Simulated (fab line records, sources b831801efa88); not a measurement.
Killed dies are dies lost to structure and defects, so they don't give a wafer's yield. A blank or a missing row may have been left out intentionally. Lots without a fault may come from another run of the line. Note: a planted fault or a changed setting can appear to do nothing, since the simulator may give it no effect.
Comparing a struck lot with a sound one    flow gf180mcu    43 steps out of a route of 602
Sound: wafers L299.1, L299.2, L299.6. Struck: wafer L312.1. (L312.4, L312.6 of the same lot were not struck and are left out.) The cause comes at the end.
For every step that has rows: the tool of each side, followed by ch and its chambers, followed by its first start. Under that, the readings that differ: sound wafers    struck wafers    difference of the means    sigmas: that difference in standard deviations of wafers without a fault.
alike: readings whose means differ by less than 2 such deviations, and words and numbers that are the same on both sides. not compared: withheld readings, readings that some wafer has no value for, bounds like >300 that may hide the same value, and numbers for which the record gives no deviation and whose values overlap.
The two part at a step that has a row with sigmas, a row that says differs or no value, or rows on one side only. Non-overlapping numbers with no deviation appear without sigmas and do not part them. Lack of a reading on every wafer of one side parts them only where that side has two or more wafers.

first, 5 steps without rows for these wafers: GF_V1_STRIP_19 (strips in post etch residue remover, time 1200 s); GF_V1_CLEAN_20 (cleans in DIW); GF_V1_SPUTTER_21 (material Ti, target thk 15 nm, time 80.02 s); GF_V1_SPUTTER_22 (material TiN, target thk 10 nm, time 40 s); GF_V1_CVD_23 (deposits W, target thk 350 nm, time 105.05 s).
GF_V1_RS_MEAS_24: uses a four-point probe to measure.
  sound: film metro-02 at day 19 05:20; struck: film metro-04 at day 24 09:40
  alike: V1_W_RS
GF_V1_THK_MEAS_25: measures by xrf.
  sound: film metro-02 at day 19 05:28; struck: film metro-04 at day 24 09:47
  alike: V1_W_THK
GF_V1_CMP_26: polishes, stops on SiO2, t overpolish 15 s, target thk 0 nm.
  sound on cmp-01 ch 0,1,3, day 19 05:34; struck on cmp-02 ch 2, day 24 09:54
  alike: edge zone pressure frac, motor current A, overpolish run s, retaining ring pressure frac, time to endpoint s
then, 1 step without rows for these wafers: GF_M2_SPUTTER_00 (material Ti, target thk 37.5 nm, time 150 s).
GF_M2_SPUTTER_01: material TiN, target thk 30 nm, time 25 s.
  sound: pvd sputter-03 at day 19 05:55; struck: pvd sputter-01 at day 24 10:15
  alike: throttle valve pct
then, 1 step without rows for these wafers: GF_M2_SPUTTER_02 (material AlCu, target thk 450 nm, time 23.9 s).
GF_M2_SPUTTER_03: material Ti, target thk 10 nm, time 6.7 s.
  sound: pvd sputter-03 at day 19 05:59; struck: pvd sputter-01 at day 24 10:19
  alike: throttle valve pct
GF_M2_SPUTTER_04: material TiN, target thk 50 nm, time 41.7 s.
  sound: pvd sputter-03 at day 19 06:00; struck: pvd sputter-01 at day 24 10:20
  alike: throttle valve pct
GF_M2_RS_MEAS_05: uses a four-point probe to measure.
  sound: film metro-04 at day 19 06:02; struck: film metro-03 at day 24 10:22
  alike: M2_ALCU_RS
GF_M2_THK_MEAS_06: measures by xrf.
  sound: film metro-04 at day 19 06:10; struck: film metro-03 at day 24 10:29
  alike: M2_ALCU_THK
then, 7 steps without rows for these wafers: GF_M2_DEHYDRATE_07 (time 60 s); GF_M2_HMDS_08 (prime time 60 s); GF_M2_COAT_09 (resist thk 1000 nm); GF_M2_SOFTBAKE_10 (time 60 s); GF_M2_EXPOSE_11 (exposes mask Metal2, target cd 280 nm); GF_M2_PEB_12 (peb time 90 s); GF_M2_DEVELOP_13 (develop time 60 s).
GF_M2_CD_MEAS_14: the cd target is 280 nm.
  sound: cd sem-02 at day 20 05:43; struck: cd sem-02 at day 25 08:13
  alike: cd nm
GF_M2_OVL_MEAS_15:
  sound: overlay-01 at day 20 05:50; struck: overlay-01 at day 25 08:20
  alike: M2_OVL
then, 1 step without rows for these wafers: GF_M2_METAL_ETCH_16 (etches the open film in Cl2/BCl3, stops on SiO2, target depth 627.5 nm, time 104.6 s).
GF_M2_STRIP_17: strips in O2/N2.
  sound on plasma asher-01 ch 0,1, day 20 05:59; struck on plasma asher-03 ch 0, day 25 08:29
  alike: drypump motor current A, heater power w, oes product au, strip time to endpoint s
  not compared: rf hours counter h
then, 3 steps without rows for these wafers: GF_M2_STRIP_18 (strips in post etch residue remover, time 1200 s); GF_M2_CLEAN_19 (cleans in DIW); GF_V2_CVD_00 (deposits SiO2, target thk 600 nm, time 100 s).
GF_V2_THK_MEAS_01:
  sound: film metro-02 at day 20 06:35; struck: film metro-01 at day 25 09:05
  alike: V2_CVD_00_THK
GF_V2_CVD_02: deposits SiO2 from TEOS, target thk 850 nm, time 94.851 s.
  sound on pecvd-03 ch 0,2, day 20 06:39; struck on pecvd-04 ch 1, day 25 09:09
  alike: heater power w
GF_V2_THK_MEAS_03:
  sound: film metro-01 at day 20 06:43; struck: film metro-03 at day 25 09:13
  alike: V2_CVD_02_THK
then, 1 step without rows for these wafers: GF_V2_CMP_04 (polishes SiO2).
GF_V2_BOW_MEAS_05:
  sound: film metro-02 at day 20 07:05; struck: film metro-03 at day 25 09:35
  alike: V2_BOW
then, 8 steps without rows for these wafers: GF_V2_DEHYDRATE_06 (time 60 s); GF_V2_HMDS_07 (prime time 60 s); GF_V2_COAT_08; GF_V2_COAT_09 (resist thk 1000 nm); GF_V2_SOFTBAKE_10 (time 60 s); GF_V2_EXPOSE_11 (exposes mask Via2, target cd 260 nm); GF_V2_PEB_12 (peb time 90 s); GF_V2_DEVELOP_13 (develop time 60 s).
-- the record jumps here: 8 days lie between the struck wafers' starts before and after (it left off in module V2 and takes up again in module PASSIVATION, whose first step shown is number 602 of the route) --
GF_PASSIVATION_PROBE_99:
  only the struck wafers here have rows in the record (prober-02, day 33 16:46); the sound ones have none

== WHERE THEY PART ==
Within this record, at GF_PASSIVATION_PROBE_99 only.

WHY: what the simulator had put in
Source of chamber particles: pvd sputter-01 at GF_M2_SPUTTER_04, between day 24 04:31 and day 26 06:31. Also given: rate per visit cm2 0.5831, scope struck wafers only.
